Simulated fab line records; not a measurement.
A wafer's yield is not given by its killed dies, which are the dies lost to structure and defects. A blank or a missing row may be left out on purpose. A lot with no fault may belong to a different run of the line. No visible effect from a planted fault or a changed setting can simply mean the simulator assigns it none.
Matching of chambers :: flow sky130 :: cmp-02 running SKY_LI_CONTACT_CMP_24: 4 sister chambers
The step polishes, stops on PSG, t overpolish 20 s, target thk 0 nm. 8 wafers are shown with their chamber, then 7 later ones without.

WAFERS WITH THEIR CHAMBER
wafer: L075.2
chamber: 0
motorCurrentA (A): 10.3
timeToEndpointS (s): 102

wafer: L078.1
chamber: 1
motorCurrentA (A): 10.6
timeToEndpointS (s): 95

wafer: L078.3
chamber: 2
motorCurrentA (A): 10.0
timeToEndpointS (s): 98

wafer: L078.4
chamber: 0
motorCurrentA (A): 10.4
timeToEndpointS (s): 102

wafer: L078.5
chamber: 3
motorCurrentA (A): 9.1
timeToEndpointS (s): 99

wafer: L078.6
chamber: 2
motorCurrentA (A): 9.6
timeToEndpointS (s): 98

wafer: L080.1
chamber: 3
motorCurrentA (A): 8.9
timeToEndpointS (s): 97

wafer: L080.2
chamber: 1
motorCurrentA (A): 10.6
timeToEndpointS (s): 94

WAFERS WITH NO CHAMBER GIVEN
wafer: L080.4
motorCurrentA (A): 10.1
timeToEndpointS (s): 99

wafer: L084.4
motorCurrentA (A): 10.8
timeToEndpointS (s): 95

wafer: L084.5
motorCurrentA (A): 9.2
timeToEndpointS (s): 98

wafer: L084.6
motorCurrentA (A): 9.5
timeToEndpointS (s): 104

wafer: L088.4
motorCurrentA (A): 9.5
timeToEndpointS (s): 101

wafer: L088.5
motorCurrentA (A): 9.4
timeToEndpointS (s): 99

wafer: L088.6
motorCurrentA (A): 11.1
timeToEndpointS (s): 91

WHICH CHAMBER EACH ONE RAN IN
wafer: L080.4
from the rows above: can't be placed: 2 or 0
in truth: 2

wafer: L084.4
from the rows above: 1
in truth: 1

wafer: L084.5
from the rows above: 3
in truth: 3

wafer: L084.6
from the rows above: can't be placed: 0 or 2
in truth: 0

wafer: L088.4
from the rows above: can't be placed: 2 or 3 or 0
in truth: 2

wafer: L088.5
from the rows above: can't be placed: 2 or 3
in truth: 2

wafer: L088.6
from the rows above: 1
in truth: 1
Correctly placed: 3 of 7. Cannot be placed on the basis of these rows: 4; the candidates contain the true chamber in 4. Placed wrongly: 0.
How it was worked out, from the rows above alone: a wafer's distance from a chamber is the root of the sum, over the readings, of the square of ((its reading less the chamber's mean) divided by the reading's scatter). If the next closest chamber is less than 2 further off than the closest, the wafer can't be placed; otherwise it belongs to the closest. For every chamber, the mean is computed from those of its wafers that are shown. How the scatter is found: for the shown wafers, subtract from each reading the mean of its chamber, square and add these, divide the total by (wafers less chambers), then take the root.
